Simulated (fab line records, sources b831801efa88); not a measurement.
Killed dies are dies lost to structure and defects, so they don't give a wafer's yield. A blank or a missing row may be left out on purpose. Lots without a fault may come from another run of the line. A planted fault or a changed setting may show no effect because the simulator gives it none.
Tool commonality check | flow sky130 | 13 lots, 39 wafers sampled

WHY IT WAS OPENED
At SKY_VT_ADJUST_NCORE_CD_MEAS_07 the reading cd_nm is flagged on 3 of 13 lots. Wafers without a fault read 380.3 nm, standard deviation 2.3.
Rule: a lot is flagged when every wafer of it that has a number lies more than 4 standard deviations from that mean, or none has a number. The other lots count as sound.

lot  | measured     | on        | cd_nm (nm), wafer by wafer | flag
L500 | day 8 13:35  | cd_sem-01 | 376.8 377.6 378.7          |
L501 | day 9 01:14  | cd_sem-02 | 376.2 375.8 377.3          |
L503 | day 9 20:16  | cd_sem-01 | 383.4 381.4 383.7          |
L502 | day 9 20:45  | cd_sem-01 | 379.8 379.3 377.6          |
L504 | day 10 04:35 | cd_sem-02 | 380.2 380.0 381.8          |
L506 | day 10 10:08 | cd_sem-01 | 385.9 382.6 384.5          |
L509 | day 11 14:11 | cd_sem-01 | 379.9 380.8 380.6          |
L513 | day 12 22:11 | cd_sem-02 | 381.3 380.7 381.2          |
L514 | day 13 04:10 | cd_sem-01 | 381.5 382.1 381.9          |
L515 | day 13 13:56 | cd_sem-02 | 397.6 399.0 396.4          | FLAGGED
L516 | day 13 20:58 | cd_sem-01 | 395.8 396.9 396.3          | FLAGGED
L517 | day 14 05:48 | cd_sem-01 | 393.4 391.4 391.6          | FLAGGED
L520 | day 15 02:35 | cd_sem-02 | 382.3 378.2 380.9          |
The numbers of the flagged lots are 395.4 nm on average: +15.1 nm against the usual, or +7 standard deviations.

WHICH TOOL RAN EACH LOT
The record holds 1 process step before the reading, out of a route of 708 steps. In each cell: the tool, then ch and the chambers that the sampled wafers went through, then the start.
lot  | flag    | SKY_VT_ADJUST_NCORE_EXPOSE_04
L500 |         | iline_stepper-02 ch 0, day 8 03:32
L501 |         | iline_stepper-02 ch 0, day 8 14:20
L503 |         | iline_stepper-02 ch 0, day 9 08:47
L502 |         | iline_stepper-01 ch 0, day 9 09:02
L504 |         | iline_stepper-01 ch 0, day 9 17:38
L506 |         | iline_stepper-01 ch 0, day 9 23:11
L509 |         | iline_stepper-01 ch 0, day 11 02:31
L513 |         | iline_stepper-01 ch 0, day 12 09:38
L514 |         | iline_stepper-01 ch 0, day 12 14:53
L515 | FLAGGED | iline_stepper-02 ch 0, day 13 01:22
L516 | FLAGGED | iline_stepper-02 ch 0, day 13 08:13
L517 | FLAGGED | iline_stepper-02 ch 0, day 13 16:18
L520 |         | iline_stepper-01 ch 0, day 14 12:46
What these steps do:
- SKY_VT_ADJUST_NCORE_EXPOSE_04: exposes mask LVTN COMPLEMENT THIN, target cd 380 nm.
- SKY_VT_ADJUST_NCORE_CD_MEAS_07: target cd 380 nm.

FLAGGED OVER TOTAL, TOOL BY TOOL (the gauges that took the reading come last)
step                           | tool             | lots run | flagged | share of the flagged lots | sound lots run after its first flagged lot
SKY_VT_ADJUST_NCORE_EXPOSE_04  | iline_stepper-01 | 7        | 0       | none                      | -
SKY_VT_ADJUST_NCORE_EXPOSE_04  | iline_stepper-02 | 6        | 3       | all                       | 0
SKY_VT_ADJUST_NCORE_CD_MEAS_07 | cd_sem-01        | 8        | 2       | some                      | 0
SKY_VT_ADJUST_NCORE_CD_MEAS_07 | cd_sem-02        | 5        | 1       | some                      | 1 (L520)

WHAT THE TABLE ALLOWS
1 row of the table ran every flagged lot: iline_stepper-02 at SKY_VT_ADJUST_NCORE_EXPOSE_04.
- iline_stepper-02 at SKY_VT_ADJUST_NCORE_EXPOSE_04: 3 of its 6 lots flagged. Its last sound lot is L503 (day 9 08:47), its first flagged lot L515 (day 13 01:22): a fault that began between those two fits. Its own readings lie more than 4 standard deviations out on every wafer of the flagged lots: exposure_dose_mJ_cm2.
One tool is left: iline_stepper-02 at SKY_VT_ADJUST_NCORE_EXPOSE_04.

WHAT THE SIMULATOR HAD PUT IN
Process parameter drift: iline_stepper-02, from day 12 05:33 on, at SKY_VT_ADJUST_NCORE_EXPOSE_04. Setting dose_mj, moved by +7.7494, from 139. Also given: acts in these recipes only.
Lots struck among those shown: L515, L516, L517. The rule above found the same.
